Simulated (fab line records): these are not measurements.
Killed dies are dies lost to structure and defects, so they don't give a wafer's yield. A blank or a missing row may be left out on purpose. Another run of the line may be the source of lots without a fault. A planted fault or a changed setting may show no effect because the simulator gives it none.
fab line records	flow sky130
[record] lots = 5	wafers = 14	lastDay = 50
route steps=708 shown VIA4@651 METAL5@661 PAD_OPEN@708
lots with no fault: from the same line, run without faults
startH: start of the lot's first displayed wafer, in hours after the record's first day	waitH: hours from the lot's prior step to this one	" unchanged from the row above	L1.1+2: one row covering several wafers at once	- no value present, or no start provided	* or withheld: withheld	< > ~ a bound
route shown NAME@n: a module of which the file shows steps, and the number in the route of the first	usual: mean/standard deviation of fault-free wafers	same: alike in all rows	chamber/n: place in a boat	sites: readings site by site	_std_site: standard deviation of those values	_edge_site: the outer-site mean with the inner-site mean subtracted	radiusMm: how far each site lies from the wafer's centre	mask NAME#n: copy n	behind: the tool/chamber that last shaped the wafer	hold: why the lot was held/for how many hours/how that ended	device: names the non-switching transistor (n, p or np)	end of line: tests of these same wafers at the route's end	where a step has no rows: the recipe by itself	killed: dies that structure and defects cost at the first sort, which is not the same as the wafer's yield	map: per-die view of a wafer (x killed, . not killed, _ where there is no die)
set.NAME: the run value of the setting; set.NAME@STEP: its run value at that earlier step	model.NAME: the simulator's own value behind a step, which no gauge read
lots seen at some steps along the route; tables by step, rows by wafer
services: from which hour (startH, from the record's first day; less than 0 if before it) a tool's chamber was out of use, for how many hours, and why
[[steps]]
[step SKY_VIA4_ETCH_12]
[recipe] target = SiO2	chemistry = C4F8/O2/Ar	stopOn = TiN	maskMaterial = NOVOLAK	sourceW = 1500	biasW = 1200	pressureMtorr = 40	c4f8FlowSccm = withheld	O2_flow_sccm = 6	Ar_flow_sccm = 300	timeS = withheld	targetDepthA = 5800
[usual] biasW = 1200/3.7	oesProductAu = 0.925/0.0048
lot.wafer	tool	chamber	startH	waitH	biasW	oesProductAu
L890.1	rieDiel-02	3	1056.57	0.0	1199	0.926
L890.3	"	0	"	"	1206	0.920
L890.6	"	3	"	"	1199	0.915
L897.1	rieDiel-02	1	1086.89	0.0	1205	0.926
L897.5	"	3	"	"	1206	0.926
L902.2	rieDiel-03	1	1118.37	0.0	1197	0.929
L902.3	"	0	"	"	1203	0.920
L902.4	"	2	"	"	1203	0.928
L904.1	rieDiel-02	1	1128.88	0.0	1201	0.933
L904.3	"	0	"	"	1198	0.922
L904.5	"	0	"	"	1205	0.924
L906.3	rieDiel-03	2	1140.94	0.0	1198	0.935
L906.5	"	2	"	"	1195	0.919
L906.6	"	3	"	"	1196	0.928
[step SKY_VIA4_STRIP_13]
[recipe] chemistry = O2/N2	powerW = 1400	pressureMtorr = 1500	platenTempC = withheld	o2FlowSccm = 3000	n2FlowSccm = 300	overashFraction = 0.5
[usual] drypumpMotorCurrentA = 5.90/0.16	oesProductAu = 0.709/0.0044	stripTimeToEndpointS = 12.808/0.029
lot.wafer	tool	chamber	startH	waitH	drypumpMotorCurrentA	oesProductAu	rfHoursCounterH	stripTimeToEndpointS
L890.1	plasmaAsher-02	1	1056.64	-	5.71	0.710	93	12.809
L890.3	"	0	"	"	5.84	0.708	-	12.814
L890.6	"	0	"	"	5.82	0.712	-	12.804
L897.1	plasmaAsher-04	0	1086.96	-	5.74	0.705	2	12.899
L897.5	"	1	"	"	6.09	0.705	-	12.856
L902.2	plasmaAsher-04	0	1118.45	-	5.74	0.707	5	12.765
L902.3	"	1	"	"	6.09	0.710	-	12.794
L902.4	"	0	"	"	5.74	0.711	-	12.822
L904.1	plasmaAsher-04	1	1128.95	-	6.05	0.707	6	12.775
L904.3	"	0	"	"	5.75	0.699	-	12.784
L904.5	"	1	"	"	6.05	0.715	-	12.805
L906.3	plasmaAsher-04	1	1141.04	-	6.01	0.702	-	12.812
L906.5	"	1	"	"	6.03	0.708	-	12.771
L906.6	"	0	"	"	5.76	0.706	-	12.800
[step SKY_VIA4_STRIP_14]
[recipe] chemistry = postEtchResidueRemover	timeS = 1200	tempC = 72.5
[step SKY_VIA4_CLEAN_15]
[recipe] chemistry = IPA	timeS = 180	tempC = 25
[step SKY_VIA4_CLEAN_16]
[recipe] chemistry = O3/DIW	dry = n2Spin
[step SKY_VIA4_SPUTTER_17]
[recipe] material = TiN	targetThkNm = 20	chamberPressurePa = 5	powerW = 4000	timeS = 80
[step SKY_VIA4_CVD_18]
[recipe] material = W	targetThkNm = 505	timeS = 152.14	tempC = 400	pressureTorr = 40
[step SKY_VIA4_RS_MEAS_19]
[recipe] thkMeasGauge = four-point-probe	reads = W_of_VIA4_CVD_18+TiN_of_VIA4_SPUTTER_17
[usual] VIA4_W_RS = 0.225/0.0032
lot.wafer	tool	chamber	startH	waitH	VIA4_W_RS[ohm/sq]
L890.1	filmMetro-02	-	1057.46	0.1	0.225
L890.3	"	-	"	"	0.227
L890.6	"	-	"	"	0.227
L897.1	filmMetro-04	-	1087.76	0.1	0.226
L897.5	"	-	"	"	0.222
L902.2	filmMetro-01	-	1119.33	0.1	0.222
L902.3	"	-	"	"	0.227
L902.4	"	-	"	"	0.223
L904.1	filmMetro-04	-	1129.75	0.1	0.228
L904.3	"	-	"	"	0.226
L904.5	"	-	"	"	0.226
L906.3	filmMetro-01	-	1141.88	0.1	0.225
L906.5	"	-	"	"	0.221
L906.6	"	-	"	"	0.226
[step SKY_VIA4_THK_MEAS_20]
[recipe] thkMeasGauge = xrf	reads = W_of_VIA4_CVD_18
[usual] VIA4_W_THK = 515/8.3
lot.wafer	tool	chamber	startH	waitH	VIA4_W_THK[nm]
L890.1	filmMetro-02	-	1057.58	0.1	512
L890.3	"	-	"	"	508
L890.6	"	-	"	"	511
L897.1	filmMetro-04	-	1087.88	0.1	514
L897.5	"	-	"	"	524
L902.2	filmMetro-01	-	1119.44	0.1	522
L902.3	"	-	"	"	507
L902.4	"	-	"	"	520
L904.1	filmMetro-04	-	1129.87	0.1	516
L904.3	"	-	"	"	519
L904.5	"	-	"	"	518
L906.3	filmMetro-01	-	1141.98	0.1	512
L906.5	"	-	"	"	523
L906.6	"	-	"	"	511
[step SKY_VIA4_CMP_21]
[recipe] stopOn = SiO2	tOverpolishS = 25	downForcePsi = 3.5	platenRpm = 60	targetThkNm = 0	padVelocityMS = 0.94248
[step SKY_METAL5_SPUTTER_00]
[recipe] material = Ti	targetThkNm = 15	powerW = 3000	timeS = 10	chamberPressurePa = 0.4
[step SKY_METAL5_SPUTTER_01]
[recipe] material = TiN	targetThkNm = 20	powerW = 6500	timeS = 16.7	chamberPressurePa = 0.4
[usual] throttleValvePct = 29.8/1.1
lot.wafer	tool	chamber	startH	waitH	throttleValvePct
L890.1	pvdSputter-03	-	1057.97	0.0	29.8
L890.3	"	-	"	"	31.0
L890.6	"	-	"	"	31.1
L897.1	pvdSputter-02	-	1088.75	0.0	31.7
L897.5	"	-	"	"	30.1
L902.2	pvdSputter-03	-	1119.81	0.0	31.1
L902.3	"	-	"	"	29.3
L902.4	"	-	"	"	31.1
L904.1	pvdSputter-01	-	1130.26	0.0	30.7
L904.3	"	-	"	"	29.4
L904.5	"	-	"	"	28.5
L906.3	pvdSputter-01	-	1142.35	0.0	30.7
L906.5	"	-	"	"	28.7
L906.6	"	-	"	"	29.3
[step SKY_METAL5_SPUTTER_02]
[recipe] material = AlCu	targetThkNm = 1150	powerW = 10600	timeS = 61.2	chamberPressurePa = 0.4
[usual] throttleValvePct = 29.8/1.1
lot.wafer	tool	chamber	startH	waitH	throttleValvePct	model.AlCu_of_METAL5_SPUTTER_02.thkNm
L890.1	pvdSputter-03	-	1057.99	0.0	29.7	1156
L890.3	"	-	"	"	31.1	1164
L890.6	"	-	"	"	31.2	1160
L897.1	pvdSputter-02	-	1088.78	0.0	31.4	1139
L897.5	"	-	"	"	30.3	1111
L902.2	pvdSputter-03	-	1119.84	0.0	30.9	1151
L902.3	"	-	"	"	29.3	1139
L902.4	"	-	"	"	31.0	1159
L904.1	pvdSputter-01	-	1130.28	0.0	30.7	1172
L904.3	"	-	"	"	29.5	1148
L904.5	"	-	"	"	28.7	1150
L906.3	pvdSputter-01	-	1142.37	0.0	30.4	1143
L906.5	"	-	"	"	28.6	1146
L906.6	"	-	"	"	29.4	1138
[step SKY_METAL5_SPUTTER_03]
[recipe] material = Ti	targetThkNm = 5	powerW = 3000	timeS = 3.3	chamberPressurePa = 0.4
[step SKY_METAL5_SPUTTER_04]
[recipe] material = TiN	targetThkNm = 70	powerW = 6500	timeS = 58.3	chamberPressurePa = 0.4
[usual] throttleValvePct = 29.8/1.1
lot.wafer	tool	chamber	startH	waitH	throttleValvePct
L890.1	pvdSputter-03	-	1058.06	0.0	29.5
L890.3	"	-	"	"	30.9
L890.6	"	-	"	"	31.2
L897.1	pvdSputter-02	-	1088.85	0.0	31.8
L897.5	"	-	"	"	30.3
L902.2	pvdSputter-03	-	1119.91	0.0	31.2
L902.3	"	-	"	"	29.2
L902.4	"	-	"	"	31.1
L904.1	pvdSputter-01	-	1130.35	0.0	30.6
L904.3	"	-	"	"	28.9
L904.5	"	-	"	"	28.7
L906.3	pvdSputter-01	-	1142.44	0.0	30.8
L906.5	"	-	"	"	28.6
L906.6	"	-	"	"	29.5
[step SKY_METAL5_RS_MEAS_05]
[recipe] thkMeasGauge = four-point-probe	reads = TiN_of_METAL5_SPUTTER_04+Ti_of_METAL5_SPUTTER_03+AlCu_of_METAL5_SPUTTER_02+TiN_of_METAL5_SPUTTER_01+Ti_of_METAL5_SPUTTER_00
[usual] METAL5_ALCU_RS = 0.0269/0.00033
lot.wafer	tool	chamber	startH	waitH	METAL5_ALCU_RS[ohm/sq]
L890.1	filmMetro-02	-	1058.11	0.0	0.0270
L890.3	"	-	"	"	0.0268
L890.6	"	-	"	"	0.0268
L897.1	filmMetro-04	-	1088.90	0.0	0.0273
L897.5	"	-	"	"	0.0279
L902.2	filmMetro-02	-	1119.98	0.0	0.0270
L902.3	"	-	"	"	0.0272
L902.4	"	-	"	"	0.0268
L904.1	filmMetro-03	-	1130.40	0.0	0.0265
L904.3	"	-	"	"	0.0271
L904.5	"	-	"	"	0.0271
L906.3	filmMetro-02	-	1142.53	0.1	0.0272
L906.5	"	-	"	"	0.0272
L906.6	"	-	"	"	0.0274
[step SKY_METAL5_THK_MEAS_06]
[recipe] thkMeasGauge = xrf	reads = AlCu_of_METAL5_SPUTTER_02
[usual] METAL5_ALCU_THK = 1151/16
lot.wafer	tool	chamber	startH	waitH	METAL5_ALCU_THK[nm]
L890.1	filmMetro-02	-	1058.23	0.1	1155
L890.3	"	-	"	"	1163
L890.6	"	-	"	"	1162
L897.1	filmMetro-04	-	1089.02	0.1	1138
L897.5	"	-	"	"	1106
L902.2	filmMetro-02	-	1120.09	0.1	1155
L902.3	"	-	"	"	1142
L902.4	"	-	"	"	1167
L904.1	filmMetro-03	-	1130.52	0.1	1174
L904.3	"	-	"	"	1152
L904.5	"	-	"	"	1150
L906.3	filmMetro-02	-	1142.63	0.1	1144
L906.5	"	-	"	"	1154
L906.6	"	-	"	"	1146
[step SKY_METAL5_DEHYDRATE_07]
[recipe] tempC = 200	timeS = 60
[step SKY_METAL5_HMDS_08]
[recipe] primeTimeS = 60	primeTempC = 120
[step SKY_METAL5_COAT_09]
[recipe] resist = NOVOLAK	spinRpm = 3000	resistThkNm = 1800
[step SKY_METAL5_SOFTBAKE_10]
[recipe] tempC = 90	timeS = 60	resist = NOVOLAK
[step SKY_METAL5_EXPOSE_11]
[recipe] maskId = MM5	na = 0.6	sourceShape = conventional	sigmaOuter = 0.6	polarization = unpolarized	targetCdNm = 1600	doseMj = 190
[step SKY_METAL5_PEB_12]
[recipe] tempC = withheld	timeS = *	resist = NOVOLAK
[step SKY_METAL5_DEVELOP_13]
[recipe] resist = NOVOLAK	developer = TMAH	developTimeS = 60	devTempC = 23
[step SKY_METAL5_DESCUM_14]
[recipe] chemistry = O2	sourcePowerW = 150	biasPowerW = 0	pressureMtorr = 10	tempC = 40	timeS = 11
[step SKY_METAL5_METAL_ETCH_15]
[recipe] targetDepthA = 12600	stopOn = SiO2	overEtchFrac = 0.2	timeS = 252	chemistry = Cl2/BCl3	resistSidewallDeg = 86	pressureMtorr = 10	icpW = 900	biasW = 48.5	Cl2_flow_sccm = 60	bcl3FlowSccm = 30
[usual] biasW = 48.50/0.15	drypumpMotorCurrentA = 6.0/0.59	oesProductAu = 0.894/0.0051	throttleValvePct = 22.264/0.0084
lot.wafer	tool	chamber	startH	waitH	biasW	drypumpMotorCurrentA	oesProductAu	rfHoursCounterH	throttleValvePct	model.METAL5.featureDepthNm	model.etch.depthNm
L890.1	rieMetal-04	1	1079.62	0.0	48.70	5.0	0.894	10	22.246	1266	1266
L890.3	"	0	"	"	48.64	6.3	0.892	-	22.258	1258	1258
L890.6	"	0	"	"	48.58	6.3	0.888	-	22.263	1254	1254
L897.1	rieMetal-03	0	1108.89	0.0	48.48	6.1	0.899	25	22.270	1270	1270
L897.5	"	1	"	"	48.30	5.8	0.887	-	22.264	1241	1241
L902.2	rieMetal-03	1	1139.18	0.0	48.27	5.8	0.895	13	22.266	1260	1260
L902.3	"	0	"	"	48.41	6.1	0.895	-	22.260	1268	1268
L902.4	"	1	"	"	48.38	5.8	0.901	-	22.268	1253	1253
L904.1	rieMetal-04	1	1149.58	0.0	48.30	5.1	0.889	18	22.260	1267	1267
L904.3	"	0	"	"	48.54	6.3	0.884	-	22.266	1258	1258
L904.5	"	0	"	"	48.76	6.3	0.880	-	22.255	1259	1259
L906.3	rieMetal-02	0	1160.25	0.1	48.40	6.8	0.889	-	22.265	1252	1252
L906.5	"	1	"	"	48.40	6.4	0.898	-	22.254	1255	1255
L906.6	"	0	"	"	48.56	6.8	0.897	-	22.257	1267	1267
[step SKY_METAL5_STRIP_16]
[recipe] chemistry = O2/N2	powerW = 1400	pressureMtorr = 1500	platenTempC = withheld	o2FlowSccm = 3000	n2FlowSccm = 300	overashFraction = 0.5
[usual] drypumpMotorCurrentA = 5.80/0.24	oesProductAu = 0.711/0.0039	stripTimeToEndpointS = 13.09/0.12
lot.wafer	tool	chamber	startH	waitH	drypumpMotorCurrentA	oesProductAu	rfHoursCounterH	stripTimeToEndpointS
L890.1	plasmaAsher-03	0	1079.86	0.2	6.07	0.710	33	13.19
L890.3	"	1	"	"	5.32	0.710	-	12.95
L890.6	"	1	"	"	5.31	0.715	-	12.96
L897.1	plasmaAsher-02	1	1109.13	0.2	5.74	0.710	98	13.19
L897.5	"	1	"	"	5.75	0.713	-	12.99
L902.2	plasmaAsher-02	1	1139.42	0.2	5.72	0.713	101	12.97
L902.3	"	1	"	"	5.74	0.714	-	13.03
L902.4	"	0	"	"	5.84	0.705	-	13.11
L904.1	plasmaAsher-03	0	1149.82	0.2	6.07	0.715	39	13.12
L904.3	"	0	"	"	6.07	0.709	-	12.84
L904.5	"	1	"	"	5.31	0.708	-	12.78
L906.3	plasmaAsher-03	0	1160.44	0.1	6.03	0.713	-	13.12
L906.5	"	1	"	"	5.34	0.710	-	12.90
L906.6	"	0	"	"	6.07	0.708	-	13.10
[step SKY_PAD_OPEN_PROBE_99]
[usual] defectLimitedYield = 82.3/2	killed_at_M0_to_M3 = 43/7.3	killed_at_M4_up = 3.1/1.7	killedAtContacts = 25/5.3	killedAtFrontEnd = 15/4.3	killedAtOther = 0.2/0.54	killedDies = 87/10	killedOpen = 48/7.6	killedShort = 38/6.1	sort_bin_3_pad_short = 0.9/0.42	sort_bin_5_function = 10.5/1.5	sort_bin_6_memory = 6.3/1.2	sortNPass = 405/10	sortYieldPct = 82.3/2
[same] grossDies = 492	killedAtBackSide = 0	sort_bin_4_leakage[%] = 0	sort_bin_8_speed[%] = 0
lot.wafer	tool	chamber	startH	waitH	defectLimitedYield[%]	killed_at_M0_to_M3	killed_at_M4_up	killedAtContacts	killedAtFrontEnd	killedAtOther	killedDies	killedOpen	killedShort	sort_bin_3_pad_short[%]	sort_bin_5_function[%]	sort_bin_6_memory[%]	sortNPass	sortYieldPct[%]	model.etest.met5.rsOhmSq	model.etest.met5.lineOhmUm
L890.1	prober-02	-	1122.53	0.1	83.3	47	3	26	6	0	82	49	33	0.4	8.5	7.7	410	83.3	0.02705	0.01695
L890.3	prober-02	-	1122.63	0.2	81.7	47	2	19	22	0	90	47	40	0.8	11.0	6.5	402	81.7	0.02674	0.0167
L890.6	prober-02	-	1122.78	0.2	79.9	50	2	28	19	0	99	51	48	0.6	13.2	6.3	393	79.9	0.02659	0.01663
L897.1	prober-01	-	1151.84	0.1	84.1	40	1	20	16	1	78	44	33	0.8	9.1	5.9	414	84.1	0.02754	0.01714
L897.5	prober-01	-	1152.04	0.2	79.1	49	7	27	20	0	103	54	49	1.0	11.6	8.3	389	79.1	0.02801	0.01758
L902.2	prober-02	-	1177.68	0.1	81.9	45	5	28	10	1	89	45	44	0.4	10.2	7.5	403	81.9	0.02743	0.01723
L902.3	prober-02	-	1177.73	0.2	81.1	45	3	24	20	1	93	50	43	0.6	11.4	6.9	399	81.1	0.02779	0.01747
L902.4	prober-02	-	1177.78	0.2	82.3	41	4	27	14	1	87	47	40	0.8	10.6	6.3	405	82.3	0.02732	0.01709
L904.1	prober-02	-	1187.13	0.1	82.1	42	3	20	22	1	88	56	32	0.8	10.4	6.7	404	82.1	0.02696	0.0169
L904.3	prober-02	-	1187.23	0.2	80.7	44	7	20	24	0	95	45	49	1.0	10.0	8.3	397	80.7	0.02692	0.0168
L904.5	prober-02	-	1187.33	0.2	83.7	38	6	22	14	0	80	51	29	0.6	10.8	4.9	412	83.7	0.02689	0.01678
L906.3	prober-01	-	1196.38	0.2	80.1	42	1	35	20	0	98	57	41	0.8	12.6	6.5	394	80.1	0.02721	0.01691
L906.5	prober-01	-	1196.48	0.2	81.3	38	7	25	21	1	92	45	47	1.6	10.6	6.5	400	81.3	0.0271	0.01696
L906.6	prober-01	-	1196.53	0.2	78.5	62	2	23	19	0	106	54	52	1.6	11.6	8.3	386	78.5	0.02738	0.01709
// killed by level:class
L890.1 CONTACT:geometricParticle:open=11 VIA3:geometricParticle:open=11 VIA1:geometricParticle:open=9 VIA2:geometricParticle:open=7 CONTACT:geometricParticle:short=5 METAL1:geometricParticle:short=5 LI_CONTACT:geometricParticle:open=4 LOCAL_INTERCONNECT:geometricParticle:short=4
L890.3 VIA1:geometricParticle:open=10 METAL1:geometricParticle:short=8 CONTACT:geometricParticle:open=7 FIELD_ISO:geometricParticle:short=6 FIELD_ISO:geometricParticle:open=6 VIA2:geometricParticle:open=6 LI_CONTACT:geometricParticle:short=5 VIA3:geometricParticle:open=4
L890.6 VIA1:geometricParticle:open=14 LI_CONTACT:geometricParticle:open=8 CONTACT:geometricParticle:open=8 VIA3:geometricParticle:open=7 VIA1:geometricParticle:short=6 FIELD_ISO:geometricParticle:short=5 METAL1:geometricParticle:short=5 CONTACT:geometricParticle:short=5
L897.1 CONTACT:geometricParticle:open=8 VIA1:geometricParticle:open=8 CONTACT:geometricParticle:short=6 VIA2:geometricParticle:open=6 FIELD_ISO:geometricParticle:open=5 VIA1:geometricParticle:short=5 METAL2:geometricParticle:short=5 VIA3:geometricParticle:open=5
L897.5 LI_CONTACT:geometricParticle:open=10 VIA1:geometricParticle:open=10 VIA2:geometricParticle:open=10 VIA3:geometricParticle:open=7 CONTACT:geometricParticle:open=6 CONTACT:geometricParticle:short=6 METAL1:geometricParticle:short=6 METAL4:geometricParticle:short=6
L902.2 VIA1:geometricParticle:open=10 CONTACT:geometricParticle:open=9 LI_CONTACT:geometricParticle:open=8 VIA1:geometricParticle:short=8 VIA2:geometricParticle:open=6 METAL4:geometricParticle:short=5 METAL2:geometricParticle:short=5 VIA3:geometricParticle:open=5
L902.3 VIA2:geometricParticle:open=9 VIA1:geometricParticle:open=7 CONTACT:geometricParticle:open=7 FIELD_ISO:geometricParticle:short=6 FIELD_ISO:geometricParticle:open=5 VIA3:geometricParticle:open=5 CONTACT:geometricParticle:short=5 METAL2:geometricParticle:open=5
L902.4 VIA1:geometricParticle:open=11 LI_CONTACT:geometricParticle:open=9 LOCAL_INTERCONNECT:geometricParticle:short=6 CONTACT:geometricParticle:open=6 VIA1:geometricParticle:short=6 VIA3:geometricParticle:open=6 FIELD_ISO:geometricParticle:short=4 POLY_GATE:geometricParticle:open=4
L904.1 VIA1:geometricParticle:open=12 FIELD_ISO:geometricParticle:open=10 CONTACT:geometricParticle:open=8 FIELD_ISO:geometricParticle:short=6 LI_CONTACT:geometricParticle:open=5 VIA1:geometricParticle:short=4 METAL1:geometricParticle:short=4 VIA2:geometricParticle:open=4
L904.3 VIA1:geometricParticle:open=16 FIELD_ISO:geometricParticle:short=9 CONTACT:geometricParticle:open=7 METAL1:geometricParticle:short=6 FIELD_ISO:geometricParticle:open=5 LI_CONTACT:geometricParticle:open=5 VIA1:geometricParticle:short=5 CONTACT:geometricParticle:short=4
L904.5 CONTACT:geometricParticle:open=10 FIELD_ISO:geometricParticle:open=8 VIA1:geometricParticle:open=8 VIA3:geometricParticle:open=7 LI_CONTACT:geometricParticle:open=6 METAL2:geometricParticle:short=6 METAL1:geometricParticle:short=6 VIA2:geometricParticle:open=5
L906.3 LI_CONTACT:geometricParticle:open=14 CONTACT:geometricParticle:open=9 VIA1:geometricParticle:open=8 METAL2:geometricParticle:short=8 VIA3:geometricParticle:open=6 FIELD_ISO:geometricParticle:open=5 POLY_GATE:geometricParticle:short=5 VIA2:geometricParticle:open=5
L906.5 CONTACT:geometricParticle:short=9 LI_CONTACT:geometricParticle:open=8 VIA1:geometricParticle:open=8 METAL2:geometricParticle:short=7 POLY_GATE:geometricParticle:open=5 POLY_GATE:geometricParticle:short=4 CONTACT:geometricParticle:open=4 METAL4:geometricParticle:short=4
L906.6 VIA1:geometricParticle:open=13 CONTACT:geometricParticle:open=11 VIA3:geometricParticle:open=8 METAL1:geometricParticle:short=7 METAL2:geometricParticle:short=7 CONTACT:geometricParticle:short=6 VIA1:geometricParticle:short=6 METAL3:geometricParticle:short=5
[[services]]
tool	chamber	startH	hours	kind
rieMetal-04	-	1036.59	3.5	repair
pvdSputter-01	-	1043.85	1.1	repair
rieDiel-02	2	1049.43	22.2	repair
pvdSputter-02	-	1054.16	2.2	repair
plasmaAsher-04	-	1055.25	9.0	pm
plasmaAsher-04	0	1055.25	9.0	ventCycle
plasmaAsher-04	1	1055.25	9.0	ventCycle
rieDiel-03	3	1056.73	11.2	repair
plasmaAsher-04	0	1064.25	-	clean
plasmaAsher-04	1	1064.25	-	clean
plasmaAsher-04	-	1079.26	4.6	repair
rieDiel-03	2	1097.37	5.3	repair
rieMetal-04	0	1098.72	-	clean
rieMetal-04	0	1098.72	22.1	scheduledDown
rieMetal-04	0	1098.72	22.1	ventCycle
rieDiel-02	-	1106.42	1.5	repair
rieMetal-02	-	1110.96	1.4	pm
pvdSputter-01	-	1116.87	12.1	repair
rieDiel-03	2	1119.88	3.8	repair
rieMetal-03	0	1120.03	-	clean
rieDiel-03	2	1133.48	2.4	repair
plasmaAsher-04	-	1137.00	2.8	pm
rieDiel-02	0	1141.75	4.4	repair
rieDiel-02	0	1151.78	4.5	repair
[[key]]
firstSign none at tools or gauges
[modelEffect] step = SKY_METAL5_SPUTTER_02	value = AlCu_of_METAL5_SPUTTER_02.thkNm	without = 1158	struck = 1111
[modelEffect] step = SKY_METAL5_METAL_ETCH_15	value = METAL5.featureDepthNm	without = 1253	struck = 1241
[modelEffect] step = SKY_PAD_OPEN_PROBE_99	value = etest.met5.rsOhmSq	without = 0.02685	struck = 0.02801
metAt SKY_METAL5_SPUTTER_02
struckWafers L897.5
[fault] kind = processParameterDrift	tool = pvdSputter-02	chamber = -	onsetH = 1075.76	steps = SKY_METAL5_SPUTTER_02	channel = timeS	offset = *	shape = step	endH = 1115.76	scope = struckWafersOnly	actsIn = *	stated = *
